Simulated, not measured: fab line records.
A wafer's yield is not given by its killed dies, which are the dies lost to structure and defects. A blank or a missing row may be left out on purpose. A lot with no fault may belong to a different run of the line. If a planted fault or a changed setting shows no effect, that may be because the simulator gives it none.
fab line records	flow sfq_line
record lots=5	wafers=23
route steps=325 shown I2@104 M3@126 I3@134 M4@149 I4@167 JJ@182
start_h: hours from the record's first day to the start of the lot's first wafer shown	wait_h: hours from the lot's prior step to this one	" identical to the entry in the row above	L1.1+2: a row that stands for several wafers	- no value, or no start was given	* or withheld: withheld	< > ~ a bound
route shown NAME@n: names a module that has steps shown in the file, with the first one's number in the route	usual: mean and standard deviation over wafers with no fault	same: alike in all rows	chamber/n: place in a boat	sites: per-site readings	_std_site: how widely they spread, as a standard deviation	_edge_site: inner sites' mean taken away from outer sites' mean	radius_mm: how far each site lies from the wafer's centre	mask NAME#n: copy n	behind: the most recent tool/chamber to have shaped the wafer	hold: why the lot was held/for how many hours/how that ended	device: names the non-switching transistor (n, p or np)	end of line: tests run on the same wafers once the route is complete	a step without rows: its recipe alone	killed: dies that structure and defects cost at the first sort, which is not the same as the wafer's yield	map: dies across one wafer; x = killed, . = not, _ = none there
set.NAME: the setting that was run; set.NAME@STEP: the one run at that earlier step	model.NAME: the simulator's own value behind a step, which no gauge read
lots where settings were altered on purpose, with a table for each step and a row for each wafer
## steps
# step SFQ_TRILAYER_I2_CMP_CMP_064
# recipe material=SiO2	down_force_psi=3	platen_rpm=60	pad_velocity_m_s=0.94248
# usual time_to_endpoint_s=217/7.3
lot.wafer	tool	chamber	start_h	wait_h	set.down_force_psi	time_to_endpoint_s
L075.4	cmp-02	0	585.20	0.0	3	229
L075.3	"	2	586.20	1.0	3	220
L075.5	"	0	587.20	2.0	3	224
L079.1	cmp-01	2	626.28	2.3	3	211
L079.4	"	3	"	"	3	215
L079.2	"	0	"	"	2.809	221
L079.5	"	1	"	"	2.809	232
L079.6	"	2	"	"	2.809	227
L080.2	cmp-02	3	648.10	0.0	3	220
L080.3	"	0	"	"	3	213
L080.4	"	1	"	"	3.195	212
L080.1	"	2	"	"	3.195	199
L080.5	"	3	"	"	3.195	213
L081.1	cmp-01	3	665.36	1.2	3.448	181
L081.3	"	0	"	"	3.448	184
L081.2	"	2	666.86	2.7	3	209
L081.5	"	3	"	"	3	214
L081.6	"	0	"	"	3.448	178
L083.3	cmp-01	2	702.25	0.5	3	206
L083.4	"	3	"	"	2.577	248
L083.2	"	0	"	"	2.577	233
L083.5	"	1	"	"	2.577	250
L083.6	"	2	"	"	3	215
# step SFQ_TRILAYER_I2_VIA_BARC_OPEN_VIA_ETCH_096
# recipe mask_material=PR	chemistry=O2	target_depth_nm=125	target=BARC	source_w=500	bias_w=80	pressure_mtorr=30	time_s=41.7
lot.wafer	tool	chamber	start_h	wait_h	set.source_w	model.KrF_of_TRILAYER_I2_VIA_LITHO_COAT_067.thk_nm
L075.3	rie_diel-01	1	758.15	0.0	500	563
L075.4	"	2	"	"	500	563.5
L075.5	"	0	"	"	500	563.4
L079.1	rie_diel-02	3	795.48	0.0	447.1	564.1
L079.2	"	2	"	"	447.1	565.1
L079.4	"	0	"	"	500	559.9
L079.5	"	2	"	"	500	561.1
L079.6	"	3	"	"	500	560
L080.1	rie_diel-02	1	817.43	0.0	500	561.4
L080.2	"	0	"	"	500	560.8
L080.3	"	2	"	"	517.2	559.6
L080.4	"	2	"	"	517.2	561.3
L080.5	"	0	"	"	517.2	560.5
L081.1	rie_diel-01	1	837.91	0.0	547.4	556.2
L081.2	"	0	"	"	500	562.2
L081.3	"	2	"	"	500	561.2
L081.5	"	0	"	"	500	560.4
L081.6	"	1	"	"	547.4	557.3
L083.2	rie_diel-01	2	868.36	0.0	500	560.7
L083.3	"	0	"	"	448.5	564.2
L083.4	"	2	"	"	448.5	564.3
L083.5	"	1	"	"	500	559.9
L083.6	"	0	"	"	448.5	563.2
# step SFQ_TRILAYER_I2_VIA_ETCH_VIA_ETCH_070
# recipe target=SiO2	stop_on=Nb	mask_material=PR	taper_deg=20	chemistry=CHF3	target_depth_nm=260	source_w=500	bias_w=80	pressure_mtorr=30	time_s=withheld
lot.wafer	tool	chamber	start_h	wait_h	set.source_w@TRILAYER_I2_VIA_BARC_OPEN_VIA_ETCH_096	model.KrF_of_TRILAYER_I2_VIA_LITHO_COAT_067.thk_nm
L075.3	rie_diel-01	1	758.19	0.0	500	519.6
L075.4	"	2	"	"	500	519.5
L075.5	"	0	"	"	500	519
L079.1	rie_diel-02	3	795.52	0.0	447.1	518.3
L079.2	"	2	"	"	447.1	519.3
L079.4+6	"	0,3	"	"	500	514.4
L079.5	"	2	"	"	500	515.9
L080.1	rie_diel-02	1	817.47	0.0	500	515.8
L080.2	"	0	"	"	500	515.1
L080.3	"	2	"	"	517.2	513.7
L080.4	"	2	"	"	517.2	515.3
L080.5	"	0	"	"	517.2	514.9
L081.1	rie_diel-01	1	837.95	0.0	547.4	511.7
L081.2	"	0	"	"	500	517.3
L081.3	"	2	"	"	500	516.9
L081.5	"	0	"	"	500	515.5
L081.6	"	1	"	"	547.4	512.7
L083.2	rie_diel-01	2	868.40	0.0	500	517
L083.3	"	0	"	"	448.5	519.1
L083.4	"	2	"	"	448.5	520.6
L083.5	"	1	"	"	500	515.9
L083.6	"	0	"	"	448.5	518.3
# step SFQ_TRILAYER_M3_LITHO_PEB_078
# recipe peb_temp_c=115	peb_time_s=60	resist=KrF
lot.wafer	tool	chamber	start_h	wait_h	set.peb_time_s
L075.3+4+5	litho_track-03	0	761.90	0.7	60
L079.1+2+5	litho_track-04	0	803.57	1.0	67.17
L079.4+6	"	0	"	"	60
L080.1+3+4	litho_track-02	0	820.74	1.0	60
L080.2+5	"	0	"	"	53.24
L081.1+2+3	litho_track-02	0	841.82	1.0	67.53
L081.5+6	"	0	"	"	60
L083.2+3+6	litho_track-03	0	885.73	0.8	66.56
L083.4+5	"	0	"	"	60
# step SFQ_TRILAYER_M3_BARC_OPEN_METAL_ETCH_100
# recipe mask_material=PR	chemistry=O2	target_depth_nm=125	target=BARC	icp_w=600	bias_w=80	pressure_mtorr=10	time_s=41.7
lot.wafer	tool	chamber	start_h	wait_h	set.time_s	set.peb_time_s@TRILAYER_M3_LITHO_PEB_078	model.M3.cd_nm	model.KrF_of_TRILAYER_M3_LITHO_COAT_075.thk_nm
L075.3	rie_metal-02	1	762.21	0.0	41.7	60	502.3	521.1
L075.4	"	0	"	"	41.7	60	504	521.8
L075.5	"	1	"	"	41.7	60	502.5	520.8
L079.1	rie_metal-02	1	803.90	0.0	45.41	67.17	487.8	519.1
L079.2	"	0	"	"	41.7	67.17	487.9	523.8
L079.4	"	1	"	"	45.41	60	502.5	520.6
L079.5	"	1	"	"	41.7	67.17	488.2	522.6
L079.6	"	0	"	"	45.41	60	504	520.2
L080.1	rie_metal-02	0	821.07	0.0	41.7	60	503.7	521.4
L080.2	"	1	"	"	41.7	53.24	520.5	522.4
L080.3	"	0	"	"	41.7	60	503.2	521.8
L080.4	"	1	"	"	41.7	60	503.7	520.9
L080.5	"	0	"	"	41.7	53.24	520.9	523.2
L081.1	rie_metal-01	0	842.15	0.0	44.06	67.53	486.9	520.7
L081.2	"	0	"	"	44.06	67.53	488.2	519.3
L081.3	"	0	"	"	41.7	67.53	488.5	524
L081.5	"	0	"	"	41.7	60	504.3	523.3
L081.6	"	0	"	"	41.7	60	505.1	522.6
L083.2	rie_metal-03	1	886.06	0.0	41.7	66.56	489.4	523.4
L083.3	"	1	"	"	41.7	66.56	489.5	523.1
L083.4	"	1	"	"	37.41	60	503.7	529.5
L083.5	"	1	"	"	41.7	60	503.5	521.5
L083.6	"	1	"	"	37.41	66.56	488.7	527.8
# step SFQ_TRILAYER_I3_CMP_CMP_082
# recipe material=SiO2	down_force_psi=3	platen_rpm=60	pad_velocity_m_s=0.94248
lot.wafer	tool	chamber	start_h	wait_h	set.leave_above_ref_nm	model.SiO2_of_TRILAYER_I3_DEP_PECVD_081.thk_nm
L075.3	cmp-01	3	763.85	0.7	200	199.9
L075.4	"	2	765.35	2.1	200	199.6
L075.5	"	3	"	"	200	200.3
L079.4	cmp-02	0	808.43	3.5	200	202.2
L079.1	"	1	"	"	213.6	215.7
L079.2	"	2	"	"	200	201.6
L079.6	"	0	810.43	5.5	213.6	214.4
L079.5	"	1	"	"	200	201.9
L080.2	cmp-01	3	822.15	0.1	212.7	211.6
L080.4	"	0	"	"	212.7	212.4
L080.1	"	1	"	"	200	198.5
L080.3	"	2	"	"	200	197.8
L080.5	"	0	824.65	2.5	200	199.3
L081.2	cmp-02	1	843.99	0.0	200	202.3
L081.3	"	2	"	"	209.5	210
L081.1	"	0	845.49	1.5	200	201.4
L081.5	"	1	"	"	200	201.9
L081.6	"	2	"	"	209.5	210.6
L083.3	cmp-02	3	906.58	18.8	200	199.9
L083.4	"	0	"	"	200	200.2
L083.2	"	2	908.08	20.3	200	198.4
L083.5	"	3	"	"	200	200.8
L083.6	"	0	"	"	200	199.6
# step SFQ_TRILAYER_I3_METRO_MEASURE_083
# usual thk_nm=200.5/1.2
lot.wafer	tool	chamber	start_h	wait_h	set.leave_above_ref_nm@TRILAYER_I3_CMP_CMP_082	thk_nm
L075.3	film_metro-03	-	767.37	0.5	200	199.9
L075.4	"	-	"	"	200	199.8
L075.5	"	-	"	"	200	200.4
L079.1	film_metro-03	-	811.55	0.1	213.6	215.7
L079.2	"	-	"	"	200	201.4
L079.4	"	-	"	"	200	202.2
L079.5	"	-	"	"	200	201.8
L079.6	"	-	"	"	213.6	214.5
L080.1	film_metro-04	-	825.27	0.1	200	198.4
L080.2	"	-	"	"	212.7	211.5
L080.3	"	-	"	"	200	197.8
L080.4	"	-	"	"	212.7	212.4
L080.5	"	-	"	"	200	199.3
L081.1	film_metro-04	-	847.11	0.1	200	201.3
L081.2	"	-	"	"	200	202.3
L081.3	"	-	"	"	209.5	210.1
L081.5	"	-	"	"	200	202.1
L081.6	"	-	"	"	209.5	210.5
L083.2	film_metro-04	-	909.90	0.3	200	198.7
L083.3	"	-	"	"	200	199.9
L083.4	"	-	"	"	200	200.0
L083.5	"	-	"	"	200	200.7
L083.6	"	-	"	"	200	199.5
# step SFQ_TRILAYER_I3_VIA_BARC_OPEN_VIA_ETCH_121
# recipe mask_material=PR	chemistry=O2	target_depth_nm=125	target=BARC	source_w=500	bias_w=80	pressure_mtorr=30	time_s=41.7
lot.wafer	tool	chamber	start_h	wait_h	set.source_w	model.KrF_of_TRILAYER_I3_VIA_LITHO_COAT_085.thk_nm
L075.3	rie_diel-03	3	912.18	0.0	500	580
L075.4	"	3	"	"	500	577.8
L075.5	"	1	"	"	500	578.9
L079.1	rie_diel-04	2	950.58	0.0	553.1	577.8
L079.2	"	3	"	"	500	582.9
L079.4	"	1	"	"	553.1	578.9
L079.5	"	0	"	"	553.1	579.9
L079.6	"	1	"	"	500	584
L080.1	rie_diel-01	3	961.78	0.0	558.3	571.7
L080.2	"	1	"	"	500	577.6
L080.3	"	0	"	"	500	577.7
L080.4	"	2	"	"	558.3	574.4
L080.5	"	0	"	"	558.3	574.3
L081.1	rie_diel-01	1	981.11	0.0	500	579.6
L081.2	"	0	"	"	500	579.1
L081.3	"	3	"	"	500	576.9
L081.5	"	3	"	"	500	578.1
L081.6	"	0	"	"	500	578.2
L083.2	rie_diel-04	3	1041.02	0.0	455.6	583.3
L083.3+5	"	0	"	"	500	578.5
L083.4	"	1	"	"	455.6	582.9
L083.6	"	1	"	"	500	578
# step SFQ_TRILAYER_I3_VIA_ETCH_VIA_ETCH_088
# recipe target=SiO2	stop_on=Nb	mask_material=PR	taper_deg=20	chemistry=CHF3	target_depth_nm=260	source_w=500	bias_w=80	pressure_mtorr=30	time_s=withheld
# usual oes_product_au=0.855/0.0055
lot.wafer	tool	chamber	start_h	wait_h	set.leave_above_ref_nm@TRILAYER_I3_CMP_CMP_082	set.source_w@TRILAYER_I3_VIA_BARC_OPEN_VIA_ETCH_121	oes_product_au	model.I3.feature_depth_nm	model.KrF_of_TRILAYER_I3_VIA_LITHO_COAT_085.thk_nm
L075.3	rie_diel-03	3	912.22	0.0	200	500	0.850	199.9	535.1
L075.4	"	3	"	"	200	500	0.851	199.6	533.1
L075.5	"	1	"	"	200	500	0.846	200.3	533.6
L079.1	rie_diel-04	2	950.62	0.0	213.6	553.1	0.897	215.7	533.7
L079.2	"	3	"	"	200	500	0.856	201.6	538.2
L079.4	"	1	"	"	200	553.1	0.865	202.1	535
L079.5	"	0	"	"	200	553.1	0.855	201.8	535.9
L079.6	"	1	"	"	213.6	500	0.892	214.4	539.8
L080.1	rie_diel-01	0	961.82	0.0	200	558.3	0.850	198.5	527.1
L080.2	"	1	"	"	212.7	500	0.882	211.6	533
L080.3	"	2	"	"	200	500	0.844	197.8	533.8
L080.4	"	3	"	"	212.7	558.3	0.880	212.3	528.9
L080.5	"	0	"	"	200	558.3	0.850	199.2	529.5
L081.1	rie_diel-01	1	981.15	0.0	200	500	0.854	201.4	535
L081.2	"	0	"	"	200	500	0.853	202.3	534.4
L081.3	"	3	"	"	209.5	500	0.878	210	531.7
L081.5	"	3	"	"	200	500	0.864	201.9	532.6
L081.6	"	0	"	"	209.5	500	0.873	210.6	533.7
L083.2	rie_diel-04	3	1041.06	0.0	200	455.6	0.852	198.4	538.9
L083.3	"	0	"	"	200	500	0.857	199.9	533.8
L083.4	"	1	"	"	200	455.6	0.862	200.2	537.9
L083.5	"	0	"	"	200	500	0.855	200.8	533.7
L083.6	"	1	"	"	200	500	0.855	199.6	532.3
# step SFQ_TRILAYER_M4_DEP_SPUTTER_091
# recipe material=Nb	base_pressure_pa=1.33e-06	chamber_pressure_pa=0.1333	substrate_temp_c=20	resputter_cathode_voltage_v=400	target_thk_nm=200	power_w=2000	time_s=133.3
lot.wafer	tool	chamber	start_h	wait_h	set.time_s	model.Nb_of_TRILAYER_M4_DEP_SPUTTER_091.thk_nm
L075.3	pvd_sputter-04	-	913.14	0.0	133.3	199.3
L075.4	"	-	"	"	133.3	197
L075.5	"	-	"	"	133.3	197.1
L079.1	pvd_sputter-06	-	951.54	0.0	127.7	189.2
L079.2	"	-	"	"	133.3	194.9
L079.4	"	-	"	"	133.3	197.8
L079.5	"	-	"	"	127.7	189.6
L079.6	"	-	"	"	133.3	197.2
L080.1	pvd_sputter-04	-	962.74	0.0	143.6	217.8
L080.2	"	-	"	"	133.3	196.2
L080.3	"	-	"	"	143.6	215.6
L080.4	"	-	"	"	133.3	199.8
L080.5	"	-	"	"	133.3	200.7
L081.1	pvd_sputter-05	-	982.06	0.0	126.2	186.2
L081.2	"	-	"	"	133.3	198.2
L081.3	"	-	"	"	133.3	197.3
L081.5	"	-	"	"	133.3	195.1
L081.6	"	-	"	"	126.2	184.2
L083.2	pvd_sputter-04	-	1042.17	0.0	122	181.9
L083.3	"	-	"	"	133.3	199.9
L083.4	"	-	"	"	133.3	203.2
L083.5	"	-	"	"	122	183.2
L083.6	"	-	"	"	133.3	198.8
# step SFQ_M4_RS_MEAS_924
# recipe thk_meas_gauge=four-point-probe	reads=Nb_of_TRILAYER_M4_DEP_SPUTTER_091
# usual M4_NB_RS=0.893/0.0097
lot.wafer	tool	chamber	start_h	wait_h	set.time_s@TRILAYER_M4_DEP_SPUTTER_091	M4_NB_RS[ohm/sq]
L075.3	film_metro-01	-	913.27	0.1	133.3	0.894
L075.4	"	-	"	"	133.3	0.904
L075.5	"	-	"	"	133.3	0.904
L079.1	film_metro-04	-	951.63	0.0	127.7	0.941
L079.2	"	-	"	"	133.3	0.912
L079.4	"	-	"	"	133.3	0.897
L079.5	"	-	"	"	127.7	0.939
L079.6	"	-	"	"	133.3	0.901
L080.1	film_metro-02	-	962.83	0.0	143.6	0.814
L080.2	"	-	"	"	133.3	0.906
L080.3	"	-	"	"	143.6	0.825
L080.4	"	-	"	"	133.3	0.891
L080.5	"	-	"	"	133.3	0.886
L081.1	film_metro-01	-	982.15	0.0	126.2	0.957
L081.2	"	-	"	"	133.3	0.898
L081.3	"	-	"	"	133.3	0.904
L081.5	"	-	"	"	133.3	0.913
L081.6	"	-	"	"	126.2	0.968
L083.2	film_metro-01	-	1042.28	0.1	122	0.979
L083.3	"	-	"	"	133.3	0.890
L083.4	"	-	"	"	133.3	0.874
L083.5	"	-	"	"	122	0.971
L083.6	"	-	"	"	133.3	0.895
# step SFQ_TRILAYER_M4_LITHO_COAT_093
# recipe resist=KrF	spin_rpm=3000	resist_thk_nm=600
lot.wafer	tool	chamber	start_h	wait_h	set.resist_thk_nm	model.KrF_of_TRILAYER_M4_LITHO_COAT_093.thk_nm
L075.3	litho_track-04	0	913.81	0.2	600	599.5
L075.4	"	0	"	"	600	599.6
L075.5	"	0	"	"	600	601.8
L079.1	litho_track-03	0	952.11	0.2	600	603.2
L079.2	"	0	"	"	600	603.1
L079.4	"	0	"	"	600	602.8
L079.5	"	0	"	"	600	603
L079.6	"	0	"	"	600	604.1
L080.1+3	litho_track-01	0	963.31	0.2	600	-
L080.2	"	0	"	"	600	603.5
L080.4	"	0	"	"	600	600.9
L080.5	"	0	"	"	600	601.5
L081.1+6	litho_track-01	0	982.63	0.2	610.8	-
L081.2	"	0	"	"	610.8	611.4
L081.3	"	0	"	"	600	600
L081.5	"	0	"	"	600	600.6
L083.2	litho_track-04	0	1042.79	0.2	573.8	-
L083.3	"	0	"	"	600	604.8
L083.4	"	0	"	"	600	605
L083.5	"	0	"	"	600	-
L083.6	"	0	"	"	573.8	576.8
# step SFQ_TRILAYER_M4_ETCH_METAL_ETCH_096
# recipe target=Nb	stop_on=SiO2	mask_material=PR	chemistry=Cl2/Ar	target_depth_nm=240	icp_w=600	bias_w=80	pressure_mtorr=10	time_s=120
lot.wafer	tool	chamber	start_h	wait_h	set.time_s	set.leave_above_ref_nm@TRILAYER_I3_CMP_CMP_082	set.resist_thk_nm@TRILAYER_M4_LITHO_COAT_093	model.KrF_of_TRILAYER_M4_LITHO_COAT_093.thk_nm	model.SiO2_of_TRILAYER_I3_DEP_PECVD_081.thk_nm
L075.3	rie_metal-01	0	1045.92	0.1	120	200	600	380.8	192.4
L075.4	"	1	"	"	120	200	600	378.6	192.1
L075.5	"	1	"	"	120	200	600	381.1	192.8
L079.1	rie_metal-04	0	1085.60	0.0	110.2	213.6	600	397.1	208.2
L079.2	"	1	"	"	120	200	600	387	194.1
L079.4	"	1	"	"	110.2	200	600	397.7	194.6
L079.5	"	0	"	"	120	200	600	386.8	194.3
L079.6	"	1	"	"	120	213.6	600	387.6	206.9
L080.1	rie_metal-03	0	1092.80	0.0	120	200	600	-	191
L080.2	"	1	"	"	120	212.7	600	381.3	204.1
L080.3	"	1	"	"	120	200	600	-	190.3
L080.4	"	0	"	"	128.1	212.7	600	370.3	203.2
L080.5	"	1	"	"	128.1	200	600	368.5	190
L081.1	rie_metal-04	0	1107.20	0.0	120	200	610.8	-	193.9
L081.2	"	1	"	"	125.1	200	610.8	389.5	193.8
L081.3	"	0	"	"	125.1	209.5	600	376.8	201.4
L081.5	"	1	"	"	120	200	600	383.9	194.4
L081.6	"	0	"	"	120	209.5	610.8	-	203.1
L083.2	rie_metal-03	0	1166.25	0.0	120	200	573.8	-	190.9
L083.3	"	0	"	"	120	200	600	385.7	192.4
L083.4	"	1	"	"	120	200	600	384.3	192.7
L083.5	"	0	"	"	130.1	200	600	-	191.3
L083.6	"	1	"	"	130.1	200	573.8	343.6	190
# step SFQ_TRILAYER_I4_VIA_LITHO_COAT_108
# recipe resist=BARC	spin_rpm=3000	resist_thk_nm=62
lot.wafer	tool	chamber	start_h	wait_h	set.spin_rpm	model.BARC_of_TRILAYER_I4_VIA_LITHO_COAT_108.thk_nm
L075.3	litho_track-02	0	1053.07	0.7	3000	61.95
L075.4	"	0	"	"	3000	61.91
L075.5	"	0	"	"	3000	62.04
L079.1+5	litho_track-02	0	1098.37	1.0	3073	61.18
L079.2	"	0	"	"	3073	61.09
L079.4	"	0	"	"	3000	61.79
L079.6	"	0	"	"	3000	61.86
L080.1	litho_track-02	0	1105.50	1.0	2857	63.69
L080.2+5	"	0	"	"	3000	61.91
L080.3	"	0	"	"	2857	63.53
L080.4	"	0	"	"	2857	63.43
L081.1	litho_track-01	0	1114.50	1.0	3000	62.05
L081.2	"	0	"	"	2829	63.87
L081.3	"	0	"	"	3000	61.89
L081.5	"	0	"	"	2829	63.97
L081.6	"	0	"	"	3000	62.03
L083.2	litho_track-02	0	1181.41	0.8	3000	61.97
L083.3	"	0	"	"	3000	62.07
L083.4	"	0	"	"	3067	61.38
L083.5	"	0	"	"	3067	61.33
L083.6	"	0	"	"	3067	61.55
# step SFQ_TRILAYER_JJ_TRILAYER_DEP_SPUTTER_112
# recipe material=Nb	base_pressure_pa=1.33e-06	chamber_pressure_pa=0.1333	substrate_temp_c=20	target_thk_nm=170	power_w=2000	time_s=113.3
lot.wafer	tool	chamber	start_h	wait_h	set.time_s	model.Nb_of_TRILAYER_JJ_TRILAYER_DEP_SPUTTER_112.thk_nm
L075.3	pvd_sputter-06	-	1179.04	0.5	113.3	174.6
L075.4	"	-	"	"	113.3	173.3
L075.5	"	-	"	"	113.3	175
L079.1	pvd_sputter-03	-	1224.17	0.5	107.9	161.5
L079.2	"	-	"	"	113.3	171.3
L079.4	"	-	"	"	107.9	160.4
L079.5	"	-	"	"	107.9	162.6
L079.6	"	-	"	"	113.3	169.9
L080.1	pvd_sputter-03	-	1232.58	0.5	124.5	188
L080.2	"	-	"	"	113.3	167.2
L080.3	"	-	"	"	113.3	170.6
L080.4	"	-	"	"	124.5	184.8
L080.5	"	-	"	"	124.5	187.3
L081.1	pvd_sputter-03	-	1239.66	0.5	113.3	174.6
L081.2	"	-	"	"	113.3	172.1
L081.3	"	-	"	"	119.6	179.6
L081.5	"	-	"	"	119.6	183.9
L081.6	"	-	"	"	119.6	183.1
L083.2	pvd_sputter-04	-	1299.82	0.5	113.3	170.8
L083.3	"	-	"	"	103.6	156.4
L083.4	"	-	"	"	113.3	170.9
L083.5	"	-	"	"	103.6	154.5
L083.6	"	-	"	"	113.3	169.9
# step SFQ_JJ_RS_MEAS_929
# recipe thk_meas_gauge=four-point-probe	reads=Nb_of_TRILAYER_JJ_TRILAYER_DEP_SPUTTER_112
# usual JJ_NB_RS=1.041/0.012
lot.wafer	tool	chamber	start_h	wait_h	set.time_s@TRILAYER_JJ_TRILAYER_DEP_SPUTTER_112	JJ_NB_RS[ohm/sq]
L075.3	film_metro-04	-	1179.16	0.1	113.3	1.019
L075.4	"	-	"	"	113.3	1.028
L075.5	"	-	"	"	113.3	1.020
L079.1	film_metro-04	-	1224.25	0.0	107.9	1.102
L079.2	"	-	"	"	113.3	1.039
L079.4	"	-	"	"	107.9	1.111
L079.5	"	-	"	"	107.9	1.098
L079.6	"	-	"	"	113.3	1.050
L080.1	film_metro-01	-	1232.66	0.0	124.5	0.946
L080.2	"	-	"	"	113.3	1.066
L080.3	"	-	"	"	113.3	1.046
L080.4	"	-	"	"	124.5	0.964
L080.5	"	-	"	"	124.5	0.950
L081.1	film_metro-04	-	1239.74	0.0	113.3	1.019
L081.2	"	-	"	"	113.3	1.034
L081.3	"	-	"	"	119.6	0.993
L081.5	"	-	"	"	119.6	0.967
L081.6	"	-	"	"	119.6	0.972
L083.2	film_metro-03	-	1299.92	0.1	113.3	1.043
L083.3	"	-	"	"	103.6	1.140
L083.4	"	-	"	"	113.3	1.043
L083.5	"	-	"	"	103.6	1.157
L083.6	"	-	"	"	113.3	1.048
## key
split step=SFQ_TRILAYER_I2_CMP_CMP_064	setting=down_force_psi	stated=3	by=wafer
response step=SFQ_TRILAYER_I2_CMP_CMP_064	reading=time_to_endpoint_s	change=*	per=1%	r=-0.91
split step=SFQ_TRILAYER_I2_VIA_BARC_OPEN_VIA_ETCH_096	setting=source_w	stated=500	by=wafer
response step=SFQ_TRILAYER_I2_VIA_BARC_OPEN_VIA_ETCH_096	reading=model.KrF_of_TRILAYER_I2_VIA_LITHO_COAT_067.thk_nm	change=-0.399	per=1%	r=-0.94
response step=SFQ_TRILAYER_I2_VIA_ETCH_VIA_ETCH_070	reading=model.KrF_of_TRILAYER_I2_VIA_LITHO_COAT_067.thk_nm	change=-0.359	per=1%	r=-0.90
split step=SFQ_TRILAYER_M3_LITHO_PEB_078	setting=peb_time_s	stated=60	by=wafer
response step=SFQ_TRILAYER_M3_BARC_OPEN_METAL_ETCH_100	reading=model.M3.cd_nm	change=-1.36	per=1%	r=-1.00
split step=SFQ_TRILAYER_M3_BARC_OPEN_METAL_ETCH_100	setting=time_s	stated=41.7	by=wafer
response step=SFQ_TRILAYER_M3_BARC_OPEN_METAL_ETCH_100	reading=model.KrF_of_TRILAYER_M3_LITHO_COAT_075.thk_nm	change=-0.502	per=1%	r=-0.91
split step=SFQ_TRILAYER_I3_CMP_CMP_082	setting=leave_above_ref_nm	stated=200	by=wafer
response step=SFQ_TRILAYER_I3_CMP_CMP_082	reading=model.SiO2_of_TRILAYER_I3_DEP_PECVD_081.thk_nm	change=+1.97	per=1%	r=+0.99
response step=SFQ_TRILAYER_I3_METRO_MEASURE_083	reading=thk_nm	change=+1.97	per=1%	r=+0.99
response step=SFQ_TRILAYER_I3_VIA_ETCH_VIA_ETCH_088	reading=oes_product_au	change=+0.00497	per=1%	r=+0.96
response step=SFQ_TRILAYER_I3_VIA_ETCH_VIA_ETCH_088	reading=model.I3.feature_depth_nm	change=+1.97	per=1%	r=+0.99
response step=SFQ_TRILAYER_M4_ETCH_METAL_ETCH_096	reading=model.SiO2_of_TRILAYER_I3_DEP_PECVD_081.thk_nm	change=+1.95	per=1%	r=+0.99
split step=SFQ_TRILAYER_I3_VIA_BARC_OPEN_VIA_ETCH_121	setting=source_w	stated=500	by=wafer
response step=SFQ_TRILAYER_I3_VIA_BARC_OPEN_VIA_ETCH_121	reading=model.KrF_of_TRILAYER_I3_VIA_LITHO_COAT_085.thk_nm	change=-0.426	per=1%	r=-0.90
response step=SFQ_TRILAYER_I3_VIA_ETCH_VIA_ETCH_088	reading=model.KrF_of_TRILAYER_I3_VIA_LITHO_COAT_085.thk_nm	change=-0.449	per=1%	r=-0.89
split step=SFQ_TRILAYER_M4_DEP_SPUTTER_091	setting=time_s	stated=133.3	by=wafer
response step=SFQ_TRILAYER_M4_DEP_SPUTTER_091	reading=model.Nb_of_TRILAYER_M4_DEP_SPUTTER_091.thk_nm	change=+2.16	per=1%	r=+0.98
response step=SFQ_M4_RS_MEAS_924	reading=M4_NB_RS	change=-0.0101	per=1%	r=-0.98
split step=SFQ_TRILAYER_M4_LITHO_COAT_093	setting=resist_thk_nm	stated=600	by=wafer
response step=SFQ_TRILAYER_M4_LITHO_COAT_093	reading=model.KrF_of_TRILAYER_M4_LITHO_COAT_093.thk_nm	change=+6.39	per=1%	r=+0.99
response step=SFQ_TRILAYER_M4_ETCH_METAL_ETCH_096	reading=model.KrF_of_TRILAYER_M4_LITHO_COAT_093.thk_nm	change=+8.84	per=1%	r=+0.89
split step=SFQ_TRILAYER_M4_ETCH_METAL_ETCH_096	setting=time_s	stated=120	by=wafer
response step=SFQ_TRILAYER_M4_ETCH_METAL_ETCH_096	reading=model.KrF_of_TRILAYER_M4_LITHO_COAT_093.thk_nm	slope=-1.42	per=1%	together_with=resist_thk_nm@TRILAYER_M4_LITHO_COAT_093	explained=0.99
split step=SFQ_TRILAYER_I4_VIA_LITHO_COAT_108	setting=spin_rpm	stated=3000	by=wafer
response step=SFQ_TRILAYER_I4_VIA_LITHO_COAT_108	reading=model.BARC_of_TRILAYER_I4_VIA_LITHO_COAT_108.thk_nm	change=-0.329	per=1%	r=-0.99
split step=SFQ_TRILAYER_JJ_TRILAYER_DEP_SPUTTER_112	setting=time_s	stated=113.3	by=wafer
response step=SFQ_TRILAYER_JJ_TRILAYER_DEP_SPUTTER_112	reading=model.Nb_of_TRILAYER_JJ_TRILAYER_DEP_SPUTTER_112.thk_nm	change=+1.77	per=1%	r=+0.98
response step=SFQ_JJ_RS_MEAS_929	reading=JJ_NB_RS	change=-0.011	per=1%	r=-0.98
